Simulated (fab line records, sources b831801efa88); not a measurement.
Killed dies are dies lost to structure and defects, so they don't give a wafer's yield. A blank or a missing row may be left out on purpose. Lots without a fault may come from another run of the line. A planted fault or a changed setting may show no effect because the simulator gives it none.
Which tool did it? | flow sky130 | 11 lots, 33 wafers sampled, at 5 steps of a route of 708

WHAT THE GAUGES READ, wafer by wafer
The record holds no reading of a measuring or inspecting step that can be judged against a usual standard deviation.

WHICH TOOL RAN EACH LOT (tool, then ch and the chambers of the sampled wafers, then the start)
lot  | SKY_VIA1_SPUTTER_20          | SKY_METAL2_SPUTTER_01        | SKY_METAL2_DESCUM_17              | SKY_METAL2_ETCH_18                | SKY_PAD_OPEN_PROBE_99
L673 | pvd_sputter-03, day 34 01:56 | pvd_sputter-02, day 34 02:35 | rie_metal-03 ch 0,1, day 35 04:55 | rie_metal-03 ch 0,1, day 35 04:57 | -
L675 | pvd_sputter-02, day 35 04:18 | pvd_sputter-01, day 35 04:58 | rie_metal-03 ch 0,1, day 36 07:22 | rie_metal-03 ch 0,1, day 36 07:24 | -
L678 | pvd_sputter-02, day 36 02:57 | pvd_sputter-01, day 36 03:37 | rie_metal-01 ch 0,1, day 37 05:52 | rie_metal-01 ch 0,1, day 37 05:54 | -
L679 | pvd_sputter-03, day 36 17:48 | pvd_sputter-04, day 36 18:27 | rie_metal-03 ch 0,1, day 37 20:47 | rie_metal-03 ch 0,1, day 37 20:49 | -
L682 | pvd_sputter-03, day 37 04:42 | pvd_sputter-02, day 37 05:21 | rie_metal-01 ch 0,1, day 38 06:59 | rie_metal-01 ch 0,1, day 38 07:01 | -
L683 | pvd_sputter-02, day 37 13:42 | pvd_sputter-04, day 37 14:21 | rie_metal-01 ch 0,1, day 38 15:35 | rie_metal-01 ch 0,1, day 38 15:37 | -
L686 | pvd_sputter-02, day 39 11:33 | pvd_sputter-02, day 39 12:13 | rie_metal-04 ch 0, day 40 12:34   | rie_metal-04 ch 0, day 40 12:36   | prober-01, day 49 20:59
L689 | pvd_sputter-03, day 39 12:52 | pvd_sputter-02, day 39 13:31 | rie_metal-03 ch 0,1, day 40 14:03 | rie_metal-03 ch 0,1, day 40 14:06 | prober-01, day 49 22:35
L690 | pvd_sputter-02, day 39 21:51 | pvd_sputter-04, day 39 22:31 | rie_metal-04 ch 0,1, day 40 23:22 | rie_metal-04 ch 0,1, day 40 23:24 | -
L693 | pvd_sputter-03, day 41 07:21 | pvd_sputter-01, day 41 08:01 | rie_metal-01 ch 0, day 42 07:28   | rie_metal-01 ch 0, day 42 07:30   | -
L694 | pvd_sputter-03, day 41 12:04 | pvd_sputter-01, day 41 12:43 | rie_metal-01 ch 0,1, day 42 12:34 | rie_metal-01 ch 0,1, day 42 12:36 | -
- SKY_VIA1_SPUTTER_20: material TiN, target thk 20 nm, time 80 s.
- SKY_METAL2_SPUTTER_01: material TiN, target thk 20 nm, time 16.7 s.
- SKY_METAL2_DESCUM_17: chemistry O2, time 8 s.
- SKY_METAL2_ETCH_18: etches BARC in N2/H2, stops on SiO2, time 45.9 s, target depth 60 nm.
- SKY_PAD_OPEN_PROBE_99

WHAT THE TOOLS THEMSELVES READ (means of the sampled wafers that have a number; where no wafer has one, the mark that the record gives instead)
SKY_VIA1_SPUTTER_20. Usual: cathode_dc_power_W 3999.9 W, standard deviation 0.75; chamber_pressure_pa 4.998 Pa, standard deviation 0.0094; throttle_valve_pct 29.8 %, standard deviation 0.82.
lot  | tool           | cathode_dc_power_W (W) | chamber_pressure_pa (Pa) | throttle_valve_pct (%) | flag
L673 | pvd_sputter-03 | 3999.6                 | 4.998                    | 29.3                   |
L675 | pvd_sputter-02 | 4000.1                 | 5.010                    | 29.4                   |
L678 | pvd_sputter-02 | 3999.5                 | 5.001                    | 29.9                   |
L679 | pvd_sputter-03 | 3999.7                 | 5.005                    | 28.7                   |
L682 | pvd_sputter-03 | 3999.6                 | 5.001                    | 29.8                   |
L683 | pvd_sputter-02 | 3999.4                 | 5.006                    | 29.5                   |
L686 | pvd_sputter-02 | 3999.2                 | 4.995                    | 29.3                   |
L689 | pvd_sputter-03 | 3999.9                 | 4.997                    | 29.3                   |
L690 | pvd_sputter-02 | 3999.9                 | 4.995                    | 29.3                   |
L693 | pvd_sputter-03 | 3999.8                 | 5.005                    | 28.8                   |
L694 | pvd_sputter-03 | 3999.8                 | 4.990                    | 30.0                   |

SKY_METAL2_SPUTTER_01. Usual: cathode_dc_power_W 6499.9 W, standard deviation 1.2; chamber_pressure_pa 0.4000 Pa, standard deviation 0.00078; throttle_valve_pct 30.1 %, standard deviation 1.3.
lot  | tool           | cathode_dc_power_W (W) | chamber_pressure_pa (Pa) | throttle_valve_pct (%) | flag
L673 | pvd_sputter-02 | 6500.2                 | 0.3998                   | 28.9                   |
L675 | pvd_sputter-01 | 6501.1                 | 0.3997                   | 30.6                   |
L678 | pvd_sputter-01 | 6500.2                 | 0.3996                   | 30.6                   |
L679 | pvd_sputter-04 | 6500.0                 | 0.4001                   | 31.0                   |
L682 | pvd_sputter-02 | 6500.6                 | 0.3996                   | 29.0                   |
L683 | pvd_sputter-04 | 6500.2                 | 0.4000                   | 30.1                   |
L686 | pvd_sputter-02 | -                      | -                        | -                      | OFF
L689 | pvd_sputter-02 | -                      | -                        | -                      | OFF
L690 | pvd_sputter-04 | -                      | -                        | -                      | OFF
L693 | pvd_sputter-01 | 6500.5                 | 0.4003                   | 30.1                   |
L694 | pvd_sputter-01 | 6500.9                 | 0.4012                   | 30.6                   |

SKY_METAL2_DESCUM_17. Usual: chamber_pressure_mTorr 9.999 mTorr, standard deviation 0.0086; drypump_motor_current_A 5.90 A, standard deviation 0.26; oes_product_au 0.997 a.u., standard deviation 0.01; rf_fwd_power_W 147.3 W, standard deviation 0.68.
lot  | tool         | chamber_pressure_mTorr (mTorr) | drypump_motor_current_A (A) | oes_product_au (a.u.) | rf_fwd_power_W (W) | flag
L673 | rie_metal-03 | 10.000                         | 5.88                        | 1.001                 | 146.8              |
L675 | rie_metal-03 | 10.009                         | 5.88                        | 1.003                 | 146.4              |
L678 | rie_metal-01 | 9.997                          | 5.86                        | 0.991                 | 147.8              |
L679 | rie_metal-03 | 10.006                         | 6.10                        | 1.006                 | 146.7              |
L682 | rie_metal-01 | 9.998                          | 5.82                        | 0.987                 | 147.5              |
L683 | rie_metal-01 | 10.003                         | 5.84                        | 0.993                 | 148.0              |
L686 | rie_metal-04 | 10.004                         | 5.45                        | 0.996                 | 147.6              |
L689 | rie_metal-03 | 9.994                          | 6.09                        | 0.995                 | 147.0              |
L690 | rie_metal-04 | 9.999                          | 5.72                        | 1.006                 | 147.4              |
L693 | rie_metal-01 | 10.000                         | 5.87                        | 0.988                 | 147.7              |
L694 | rie_metal-01 | 9.994                          | 5.83                        | 0.995                 | 147.9              |

SKY_METAL2_ETCH_18. Usual: bias_w 100.0 W, standard deviation 0.3; chamber_pressure_mTorr 29.995 mTorr, standard deviation 0.027; drypump_motor_current_A 5.91 A, standard deviation 0.26; oes_product_au 0.854 a.u., standard deviation 0.0048; rf_fwd_power_W 494.9 W, standard deviation 2.2; throttle_valve_pct 13.225 %, standard deviation 0.0085.
lot  | tool         | bias_w (W) | chamber_pressure_mTorr (mTorr) | drypump_motor_current_A (A) | oes_product_au (a.u.) | rf_fwd_power_W (W) | throttle_valve_pct (%) | flag
L673 | rie_metal-03 | 100.0      | 29.989                         | 5.91                        | 0.856                 | 493.0              | 13.228                 |
L675 | rie_metal-03 | 100.3      | 29.992                         | 5.91                        | 0.855                 | 492.9              | 13.232                 |
L678 | rie_metal-01 | 100.4      | 29.968                         | 5.86                        | 0.858                 | 495.8              | 13.229                 |
L679 | rie_metal-03 | 99.9       | 29.990                         | 6.09                        | 0.852                 | 492.2              | 13.214                 |
L682 | rie_metal-01 | 100.3      | 29.985                         | 5.84                        | 0.851                 | 497.5              | 13.223                 |
L683 | rie_metal-01 | 99.8       | 29.999                         | 5.83                        | 0.850                 | 495.8              | 13.222                 |
L686 | rie_metal-04 | 100.3      | 30.028                         | 5.47                        | 0.857                 | 496.0              | 13.219                 |
L689 | rie_metal-03 | 100.1      | 30.018                         | 6.10                        | 0.850                 | 492.3              | 13.227                 |
L690 | rie_metal-04 | 100.1      | 30.028                         | 5.71                        | 0.855                 | 496.7              | 13.216                 |
L693 | rie_metal-01 | 99.9       | 29.986                         | 5.86                        | 0.856                 | 497.4              | 13.236                 |
L694 | rie_metal-01 | 100.3      | 30.023                         | 5.84                        | 0.850                 | 496.0              | 13.228                 |

SKY_PAD_OPEN_PROBE_99. Usual: defect_limited_yield 82.7 %, standard deviation 1.9; killed_at_M0_to_M3 43, standard deviation 6.6; killed_at_M4_up 3.1, standard deviation 1.6; killed_at_contacts 23, standard deviation 5.6; killed_at_front_end 15, standard deviation 4.2; killed_at_other 0.2, standard deviation 0.43; killed_dies 85, standard deviation 9.3; killed_open 46, standard deviation 6.6; killed_short 39, standard deviation 6.2; sort_bin_3_pad_short 0.8 %, standard deviation 0.37; sort_bin_5_function 10.2 %, standard deviation 1.5; sort_bin_6_memory 6.2 %, standard deviation 1.1; sort_n_pass 407, standard deviation 9.3; sort_yield_pct 82.7 %, standard deviation 1.9.
lot  | tool      | defect_limited_yield (%) | killed_at_M0_to_M3 | killed_at_M4_up | killed_at_contacts | killed_at_front_end | killed_at_other | killed_dies | killed_open | killed_short | sort_bin_3_pad_short (%) | sort_bin_5_function (%) | sort_bin_6_memory (%) | sort_n_pass | sort_yield_pct (%) | flag
L686 | prober-01 | 84.0                     | 37                 | 3.3             | 23                 | 15                  | 0.0             | 79          | 43          | 36           | 0.7                      | 9.3                     | 6.0                   | 413         | 84.0               |
L689 | prober-01 | 82.4                     | 48                 | 5.0             | 18                 | 15                  | 0.3             | 86          | 45          | 42           | 1.1                      | 11.3                    | 5.1                   | 406         | 82.4               |

THE ANSWER, worked out from the rows above alone
Rule: a lot is off if the mean of its wafers that have a number lies more than 3 standard deviations from the usual mean. A lot without any number at a reading at which 4 lots or more have one is off too. The other lots that the step has rows for count as sound. The gauges are gone through in route order, then the tools' own readings, and for those a lot's mean is taken as printed above. The first step at which some lot is off is used, and at that step the reading that is off furthest; a lot without a number counts as furthest.
Off: L686, L689, L690, at SKY_METAL2_SPUTTER_01 (cathode_dc_power_W). Without a number there: L686, L689, L690.
A tool fits if, at that step or a process step before it, it ran every lot that is off, and no sound lot after the first of them. None of those tried fits.

WHAT THE SIMULATOR HAD PUT IN
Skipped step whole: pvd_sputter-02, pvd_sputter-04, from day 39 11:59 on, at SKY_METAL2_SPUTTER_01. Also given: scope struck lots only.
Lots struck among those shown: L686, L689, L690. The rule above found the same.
